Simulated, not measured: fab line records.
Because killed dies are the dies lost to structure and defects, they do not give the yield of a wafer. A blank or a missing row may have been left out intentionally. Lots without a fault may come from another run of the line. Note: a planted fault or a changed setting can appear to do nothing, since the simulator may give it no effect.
Which of the tools did it? :: flow gf180mcu :: 33 wafers from 12 lots sampled at 8 of the route's 602 steps

WHAT THE GAUGES SHOWED, per wafer
GF_STI_BOW_MEAS_00. Usual: INCOMING_BOW typically reads 0 um, with standard deviation 6.7.
lot: L340
measured: day 1 15:00
on: filmMetro-01
INCOMING_BOW (um): 19 -1 -5
flag: 

lot: L341
measured: day 1 20:00
on: filmMetro-01
INCOMING_BOW (um): 2 3 10
flag: 

lot: L343
measured: day 2 06:00
on: filmMetro-01
INCOMING_BOW (um): 5 -1 8
flag: 

lot: L344
measured: day 2 11:01
on: filmMetro-03
INCOMING_BOW (um): 0 5 4
flag: 

lot: L345
measured: day 2 16:04
on: filmMetro-02
INCOMING_BOW (um): -2 0 20
flag: 

lot: L346
measured: day 2 21:00
on: filmMetro-01
INCOMING_BOW (um): -3 4 -4
flag: 

lot: L352
measured: day 4 03:02
on: filmMetro-02
INCOMING_BOW (um): 5 11
flag: 

lot: L354
measured: day 4 13:02
on: filmMetro-01
INCOMING_BOW (um): -3 1
flag: 

lot: L355
measured: day 4 18:05
on: filmMetro-01
INCOMING_BOW (um): 4 5
flag: 

lot: L356
measured: day 4 23:00
on: filmMetro-01
INCOMING_BOW (um): -13 0 12
flag: 

lot: L359
measured: day 5 14:01
on: filmMetro-01
INCOMING_BOW (um): -7 -9 2
flag: 

lot: L361
measured: day 6 00:00
on: filmMetro-01
INCOMING_BOW (um): -2 -10 5
flag: 

GF_STI_THK_MEAS_02. Usual: STI_OXIDATION_THK typically reads 9.99 nm, with standard deviation 0.15.
lot: L340
measured: day 1 17:06
on: filmMetro-02
STI_OXIDATION_THK (nm): 9.97 10.04 10.19
flag: 

lot: L341
measured: day 1 22:47
on: filmMetro-02
STI_OXIDATION_THK (nm): 10.11 9.98 9.82
flag: 

lot: L343
measured: day 2 07:31
on: filmMetro-02
STI_OXIDATION_THK (nm): 9.99 10.22 9.98
flag: 

lot: L344
measured: day 2 12:31
on: filmMetro-03
STI_OXIDATION_THK (nm): 9.80 9.84 9.99
flag: 

lot: L345
measured: day 2 17:32
on: filmMetro-03
STI_OXIDATION_THK (nm): 10.01 9.95 9.94
flag: 

lot: L346
measured: day 2 22:31
on: filmMetro-01
STI_OXIDATION_THK (nm): 9.96 9.84 9.96
flag: 

lot: L352
measured: day 4 05:50
on: filmMetro-01
STI_OXIDATION_THK (nm): 9.71 9.79
flag: 

lot: L354
measured: day 4 14:53
on: filmMetro-02
STI_OXIDATION_THK (nm): 9.68 9.85
flag: 

lot: L355
measured: day 4 19:33
on: filmMetro-03
STI_OXIDATION_THK (nm): 10.19 10.22
flag: 

lot: L356
measured: day 5 01:58
on: filmMetro-01
STI_OXIDATION_THK (nm): 9.97 10.12 10.01
flag: 

lot: L359
measured: day 5 20:07
on: filmMetro-02
STI_OXIDATION_THK (nm): 10.21 10.14 10.03
flag: 

lot: L361
measured: day 6 05:46
on: filmMetro-02
STI_OXIDATION_THK (nm): 10.06 10.04 9.94
flag: 

GF_NWELL_TW_MEAS_11. Usual: NWELL_TW typically reads 1562, with standard deviation 17.
lot: L340
measured: day 3 13:04
on: filmMetro-03
NWELL_TW: 1588 1585 1594
flag: 

lot: L341
measured: day 3 20:14
on: filmMetro-04
NWELL_TW: 1557 1552 1553
flag: 

lot: L343
measured: day 4 07:10
on: filmMetro-02
NWELL_TW: 1592 1579 1579
flag: 

lot: L344
measured: day 4 10:59
on: filmMetro-04
NWELL_TW: 1545 1545 1543
flag: 

lot: L345
measured: day 4 16:27
on: filmMetro-04
NWELL_TW: 1539 1547 1548
flag: 

lot: L346
measured: day 4 22:56
on: filmMetro-02
NWELL_TW: 1580 1586 1580
flag: 

lot: L352
measured: day 6 06:11
on: filmMetro-02
NWELL_TW: 1890 1889
flag: OFF

lot: L354
measured: day 6 22:47
on: filmMetro-04
NWELL_TW: 1846 1545
flag: OFF

lot: L355
measured: day 7 06:57
on: filmMetro-04
NWELL_TW: 1853 1556
flag: OFF

lot: L356
measured: day 7 18:28
on: filmMetro-04
NWELL_TW: 1556 1548 1538
flag: 

lot: L359
measured: day 8 07:29
on: filmMetro-02
NWELL_TW: 1584 1577 1578
flag: 

lot: L361
measured: day 8 17:13
on: filmMetro-02
NWELL_TW: 1578 1577 1572
flag: 

GF_LVPWELL_TW_MEAS_11. Usual: LVPWELL_TW typically reads 559, with standard deviation 5.7.
lot: L340
measured: day 4 02:58
on: filmMetro-03
LVPWELL_TW: 561 562 559
flag: 

lot: L341
measured: day 4 10:04
on: filmMetro-04
LVPWELL_TW: 549 547 546
flag: 

lot: L343
measured: day 4 21:13
on: filmMetro-02
LVPWELL_TW: 564 563 564
flag: 

lot: L344
measured: day 5 01:13
on: filmMetro-03
LVPWELL_TW: 562 568 564
flag: 

lot: L345
measured: day 5 06:38
on: filmMetro-03
LVPWELL_TW: 565 564 564
flag: 

lot: L346
measured: day 5 13:07
on: filmMetro-04
LVPWELL_TW: 548 550 551
flag: 

lot: L352
measured: day 6 20:38
on: filmMetro-02
LVPWELL_TW: 1450 1449
flag: OFF

lot: L354
measured: day 7 13:41
on: filmMetro-03
LVPWELL_TW: 1437 562
flag: OFF

lot: L355
measured: day 7 22:51
on: filmMetro-04
LVPWELL_TW: 1409 547
flag: OFF

lot: L356
measured: day 8 10:37
on: filmMetro-02
LVPWELL_TW: 559 562 561
flag: 

lot: L359
measured: day 8 23:46
on: filmMetro-03
LVPWELL_TW: 560 556 555
flag: 

lot: L361
measured: day 9 09:52
on: filmMetro-02
LVPWELL_TW: 557 561 561
flag: 

GF_MVSD_TW_MEAS_11. Usual: MVSD_TW typically reads 1572, with standard deviation 17.
lot: L340
measured: day 4 17:35
on: filmMetro-02
MVSD_TW: 1600 1589 1591
flag: 

lot: L341
measured: day 5 00:16
on: filmMetro-04
MVSD_TW: 1556 1545 1551
flag: 

lot: L343
measured: day 5 11:28
on: filmMetro-04
MVSD_TW: 1548 1554 1559
flag: 

lot: L344
measured: day 5 15:41
on: filmMetro-04
MVSD_TW: 1548 1558 1552
flag: 

lot: L345
measured: day 5 21:02
on: filmMetro-02
MVSD_TW: 1585 1587 1596
flag: 

lot: L346
measured: day 6 03:22
on: filmMetro-03
MVSD_TW: 1589 1583 1580
flag: 

lot: L352
measured: day 7 11:59
on: filmMetro-02
MVSD_TW: 1891 1883
flag: OFF

lot: L354
measured: day 8 06:11
on: filmMetro-02
MVSD_TW: 1894 1590
flag: OFF

lot: L355
measured: day 8 15:27
on: filmMetro-03
MVSD_TW: 1877 1581
flag: OFF

lot: L356
measured: day 9 03:37
on: filmMetro-03
MVSD_TW: 1590 1591 1592
flag: 

lot: L359
measured: day 9 17:19
on: filmMetro-02
MVSD_TW: 1582 1590 1577
flag: 

lot: L361
measured: day 10 03:28
on: filmMetro-02
MVSD_TW: 1580 1583 1578
flag: 

GF_MVPSD_OVL_MEAS_07. Usual: MVPSD_OVL typically reads -0.6 nm, with standard deviation 1.3.
lot: L340
measured: day 5 07:28
on: overlay-01
MVPSD_OVL (nm): -0.9 -2.9 -1.2
flag: 

lot: L341
measured: day 5 14:13
on: overlay-01
MVPSD_OVL (nm): 1.4 1.2 1.8
flag: 

lot: L343
measured: day 6 01:05
on: overlay-01
MVPSD_OVL (nm): -0.6 -0.7 -0.7
flag: 

lot: L344
measured: day 6 05:23
on: overlay-02
MVPSD_OVL (nm): 1.6 0.7 1.3
flag: 

lot: L345
measured: day 6 10:36
on: overlay-02
MVPSD_OVL (nm): -2.4 -0.2 0.3
flag: 

lot: L346
measured: day 6 16:29
on: overlay-02
MVPSD_OVL (nm): -0.4 -0.1 1.4
flag: 

lot: L352
measured: day 8 04:14
on: overlay-02
MVPSD_OVL (nm): 1.0 -0.8
flag: 

lot: L354
measured: day 8 21:26
on: overlay-01
MVPSD_OVL (nm): -0.1 1.0
flag: 

lot: L355
measured: day 9 07:53
on: overlay-01
MVPSD_OVL (nm): -1.0 -2.3
flag: 

lot: L356
measured: day 9 20:59
on: overlay-02
MVPSD_OVL (nm): -0.4 0.5 -1.8
flag: 

lot: L359
measured: day 10 11:02
on: overlay-01
MVPSD_OVL (nm): -0.2 -0.5 -1.4
flag: 

lot: L361
measured: day 10 21:41
on: overlay-01
MVPSD_OVL (nm): -2.8 -3.2 -1.3
flag: 

TOOL THAT RAN EACH LOT (tool first, then ch and the chambers of the sampled wafers, then the start)
lot: L340
GF_DNWELL_COAT_02: lithoTrack-02 ch 0, day 2 16:41
GF_DNWELL_STRIP_08: plasmaAsher-02 ch 0,1, day 2 23:37

lot: L341
GF_DNWELL_COAT_02: lithoTrack-02 ch 0, day 2 23:38
GF_DNWELL_STRIP_08: plasmaAsher-04 ch 0,1, day 3 05:59

lot: L343
GF_DNWELL_COAT_02: lithoTrack-02 ch 0, day 3 10:32
GF_DNWELL_STRIP_08: plasmaAsher-04 ch 0,1, day 3 17:35

lot: L344
GF_DNWELL_COAT_02: lithoTrack-01 ch 0, day 3 13:58
GF_DNWELL_STRIP_08: plasmaAsher-03 ch 0,1, day 3 20:28

lot: L345
GF_DNWELL_COAT_02: lithoTrack-03 ch 0, day 3 18:45
GF_DNWELL_STRIP_08: plasmaAsher-04 ch 0,1, day 4 02:10

lot: L346
GF_DNWELL_COAT_02: lithoTrack-03 ch 0, day 4 01:37
GF_DNWELL_STRIP_08: plasmaAsher-04 ch 0,1, day 4 08:32

lot: L352
GF_DNWELL_COAT_02: lithoTrack-03 ch 0, day 5 09:43
GF_DNWELL_STRIP_08: plasmaAsher-03 ch 0,1, day 5 16:37

lot: L354
GF_DNWELL_COAT_02: lithoTrack-03 ch 0, day 6 01:10
GF_DNWELL_STRIP_08: plasmaAsher-02 ch 0,1, day 6 07:43

lot: L355
GF_DNWELL_COAT_02: lithoTrack-03 ch 0, day 6 09:25
GF_DNWELL_STRIP_08: plasmaAsher-04 ch 0,1, day 6 16:31

lot: L356
GF_DNWELL_COAT_02: lithoTrack-02 ch 0, day 6 19:47
GF_DNWELL_STRIP_08: plasmaAsher-02 ch 0,1, day 7 03:04

lot: L359
GF_DNWELL_COAT_02: lithoTrack-01 ch 0, day 7 06:34
GF_DNWELL_STRIP_08: plasmaAsher-03 ch 0,1, day 7 14:16

lot: L361
GF_DNWELL_COAT_02: lithoTrack-01 ch 0, day 7 16:17
GF_DNWELL_STRIP_08: plasmaAsher-04 ch 0,1, day 8 00:49
- GF_DNWELL_COAT_02: resist thk 3000 nm.
- GF_DNWELL_STRIP_08: strips in O2/N2.

WHAT THE TOOLS THEMSELVES READ (means of the sampled wafers that have a number; where no wafer has one, the mark that the record gives instead)
GF_DNWELL_COAT_02. Usual: 23.00 C for resistLineTempC, sd 0.12.
lot: L340
tool: lithoTrack-02
resistLineTempC (C): 22.93
flag: 

lot: L341
tool: lithoTrack-02
resistLineTempC (C): 23.02
flag: 

lot: L343
tool: lithoTrack-02
resistLineTempC (C): 22.95
flag: 

lot: L344
tool: lithoTrack-01
resistLineTempC (C): 23.19
flag: 

lot: L345
tool: lithoTrack-03
resistLineTempC (C): 23.05
flag: 

lot: L346
tool: lithoTrack-03
resistLineTempC (C): 22.91
flag: 

lot: L352
tool: lithoTrack-03
resistLineTempC (C): 22.91
flag: 

lot: L354
tool: lithoTrack-03
resistLineTempC (C): 22.94
flag: 

lot: L355
tool: lithoTrack-03
resistLineTempC (C): 23.11
flag: 

lot: L356
tool: lithoTrack-02
resistLineTempC (C): 23.03
flag: 

lot: L359
tool: lithoTrack-01
resistLineTempC (C): 23.14
flag: 

lot: L361
tool: lithoTrack-01
resistLineTempC (C): 23.13
flag: 

GF_DNWELL_STRIP_08. Usual: drypumpMotorCurrentA 5.5 A, standard deviation 0.57; heaterPowerW 349 W, standard deviation 34; oesProductAu 0.722 a.u., standard deviation 0.0047; stripTimeToEndpointS 37.02 s, standard deviation 0.098.
lot: L340
tool: plasmaAsher-02
drypumpMotorCurrentA (A): 5.7
heaterPowerW (W): 323
oesProductAu (a.u.): 0.724
stripTimeToEndpointS (s): 37.06
flag: 

lot: L341
tool: plasmaAsher-04
drypumpMotorCurrentA (A): 5.3
heaterPowerW (W): 382
oesProductAu (a.u.): 0.723
stripTimeToEndpointS (s): 37.04
flag: 

lot: L343
tool: plasmaAsher-04
drypumpMotorCurrentA (A): 5.8
heaterPowerW (W): 353
oesProductAu (a.u.): 0.725
stripTimeToEndpointS (s): 37.01
flag: 

lot: L344
tool: plasmaAsher-03
drypumpMotorCurrentA (A): 5.4
heaterPowerW (W): 331
oesProductAu (a.u.): 0.724
stripTimeToEndpointS (s): 37.06
flag: 

lot: L345
tool: plasmaAsher-04
drypumpMotorCurrentA (A): 5.8
heaterPowerW (W): 355
oesProductAu (a.u.): 0.718
stripTimeToEndpointS (s): 36.96
flag: 

lot: L346
tool: plasmaAsher-04
drypumpMotorCurrentA (A): 5.8
heaterPowerW (W): 361
oesProductAu (a.u.): 0.722
stripTimeToEndpointS (s): 36.91
flag: 

lot: L352
tool: plasmaAsher-03
drypumpMotorCurrentA (A): 5.4
heaterPowerW (W): 343
oesProductAu (a.u.): 0.718
stripTimeToEndpointS (s): 20.37
flag: OFF

lot: L354
tool: plasmaAsher-02
drypumpMotorCurrentA (A): 5.6
heaterPowerW (W): 332
oesProductAu (a.u.): 0.720
stripTimeToEndpointS (s): 28.71
flag: OFF

lot: L355
tool: plasmaAsher-04
drypumpMotorCurrentA (A): 5.5
heaterPowerW (W): 363
oesProductAu (a.u.): 0.722
stripTimeToEndpointS (s): 28.67
flag: OFF

lot: L356
tool: plasmaAsher-02
drypumpMotorCurrentA (A): 5.7
heaterPowerW (W): 323
oesProductAu (a.u.): 0.727
stripTimeToEndpointS (s): 36.94
flag: 

lot: L359
tool: plasmaAsher-03
drypumpMotorCurrentA (A): 5.4
heaterPowerW (W): 351
oesProductAu (a.u.): 0.721
stripTimeToEndpointS (s): 37.09
flag: 

lot: L361
tool: plasmaAsher-04
drypumpMotorCurrentA (A): 5.8
heaterPowerW (W): 355
oesProductAu (a.u.): 0.727
stripTimeToEndpointS (s): 37.27
flag: 

THE ANSWER, worked out from the rows above alone
Rule: a lot is off if the mean of its wafers that have a number lies more than 3 standard deviations from the usual mean. A lot without any number at a reading at which 4 lots or more have one is off too. Where the step has rows for the other lots, those lots are counted as sound. The gauges are gone through in route order, then the tools' own readings, and for those a lot's mean is taken as printed above. At the first step where some lot is off, the reading lying furthest off is the one used; lots without a number count as furthest.
Off: L352, L354, L355, at GF_NWELL_TW_MEAS_11 (NWELL_TW).
If a tool, at a process step before that reading, ran all the lots that are off and no sound lot after the first of them, it fits. Not tried: the gauges at GF_NWELL_TW_MEAS_11; whatever is off there is also off at GF_DNWELL_STRIP_08, on other tools, and gauge error can't account for it. One fits: lithoTrack-03 at GF_DNWELL_COAT_02. A fault onset in the window from L346 (day 4 01:37, its last sound lot) to L352 (day 5 09:43, its first lot off) fits.

WHAT THE SIMULATOR HAD PUT IN
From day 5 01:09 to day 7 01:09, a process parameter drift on lithoTrack-03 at GF_DNWELL_COAT_02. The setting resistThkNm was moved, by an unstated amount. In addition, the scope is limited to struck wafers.
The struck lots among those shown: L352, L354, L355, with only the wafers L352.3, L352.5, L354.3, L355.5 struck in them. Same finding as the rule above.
